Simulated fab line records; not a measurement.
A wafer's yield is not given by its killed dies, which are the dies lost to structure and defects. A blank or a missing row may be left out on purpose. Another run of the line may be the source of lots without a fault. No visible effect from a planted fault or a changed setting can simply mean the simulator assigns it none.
Check of tool commonality    flow gf180mcu    Lots sampled 13, wafers sampled 39

## REASON IT WAS OPENED
GF_VT_IMPLANT_TW_MEAS_43, reading VT_IMPLANT_4_TW: flagged on 1 of 13 lots. No-fault wafers: 688, standard deviation 4.6.
Rule: a lot is flagged in two cases, either no wafer of it has a number, or all its wafers with numbers fall more than 4 standard deviations from that mean. As for the other lots, they are considered sound.

lot   measured      on            VT_IMPLANT_4_TW, wafer by wafer  flag
L242  day 7 23:52   filmMetro-03  687 684 685                      
L248  day 9 19:34   filmMetro-01  685 686 683                      
L249  day 10 02:07  filmMetro-03  685 685 687                      
L250  day 10 07:29  filmMetro-02  30 30 30                         FLAGGED
L252  day 10 21:30  filmMetro-03  682 680 684                      
L253  day 11 06:45  filmMetro-01  690 687 692                      
L255  day 11 19:19  filmMetro-03  678 677 684                      
L256  day 12 00:41  filmMetro-03  683 686 684                      
L257  day 12 07:59  filmMetro-03  686 682 683                      
L258  day 12 13:19  filmMetro-02  688 696 688                      
L260  day 13 04:20  filmMetro-03  687 685 684                      
L262  day 13 15:49  filmMetro-01  688 692 689                      
L263  day 13 23:42  filmMetro-02  690 688 688                      
The numbers of the flagged lots are 30 on average: -658 against the usual, or -99 or more standard deviations.

## EACH LOT AND THE TOOL IT RAN ON
The record keeps 1 process step preceding the reading, out of 602 steps on the route. Cell contents, in order: the tool; ch with the chambers the sampled wafers went through; the start.
lot   flag     GF_VT_IMPLANT_EXPOSE_37
L242           ilineStepper-02 ch 0, day 7 16:11
L248           ilineStepper-02 ch 0, day 9 10:52
L249           ilineStepper-01 ch 0, day 9 17:15
L250  FLAGGED  ilineStepper-02 ch 0, day 9 23:07
L252           ilineStepper-01 ch 0, day 10 11:45
L253           ilineStepper-02 ch 0, day 10 22:05
L255           ilineStepper-02 ch 0, day 11 09:41
L256           ilineStepper-02 ch 0, day 11 15:28
L257           ilineStepper-02 ch 0, day 11 21:58
L258           ilineStepper-01 ch 0, day 12 03:11
L260           ilineStepper-02 ch 0, day 12 18:18
L262           ilineStepper-02 ch 0, day 13 05:58
L263           ilineStepper-01 ch 0, day 13 13:40
What the steps here do:
- GF_VT_IMPLANT_EXPOSE_37: exposes mask Nwell HV AREA, target cd 860 nm.
- GF_VT_IMPLANT_TW_MEAS_43

## FLAGGED AGAINST TOTAL, ONE TOOL AT A TIME (gauges that did the reading follow at the end)
step                      tool             lots run  flagged  share of the flagged lots  sound lots run after its first flagged lot
GF_VT_IMPLANT_EXPOSE_37   ilineStepper-01  4         0        none                       -
GF_VT_IMPLANT_EXPOSE_37   ilineStepper-02  9         1        all                        6 (L253,L255,L256,L257,L260,L262)
GF_VT_IMPLANT_TW_MEAS_43  filmMetro-01     3         0        none                       -
GF_VT_IMPLANT_TW_MEAS_43  filmMetro-02     3         1        all                        2 (L258,L263)
GF_VT_IMPLANT_TW_MEAS_43  filmMetro-03     7         0        none                       -

## WHAT THE TABLE PERMITS
Every flagged lot went through 2 rows of the table: ilineStepper-02 at GF_VT_IMPLANT_EXPOSE_37 and filmMetro-02 at GF_VT_IMPLANT_TW_MEAS_43.
- ilineStepper-02 at GF_VT_IMPLANT_EXPOSE_37 ran 9 lots, 1 of them flagged. Sound lots ran on it after the first flagged one (L253, L255, L256, L257, L260, L262), which a lasting fault on the whole tool wouldn't allow.
- filmMetro-02 at GF_VT_IMPLANT_TW_MEAS_43 ran 3 lots, 1 of them flagged. Sound lots ran on it after the first flagged one (L258, L263), which a lasting fault on the whole tool wouldn't allow.
No row of the table ran every flagged lot and no sound lot after the first.

## WHAT THE SIMULATOR PUT IN
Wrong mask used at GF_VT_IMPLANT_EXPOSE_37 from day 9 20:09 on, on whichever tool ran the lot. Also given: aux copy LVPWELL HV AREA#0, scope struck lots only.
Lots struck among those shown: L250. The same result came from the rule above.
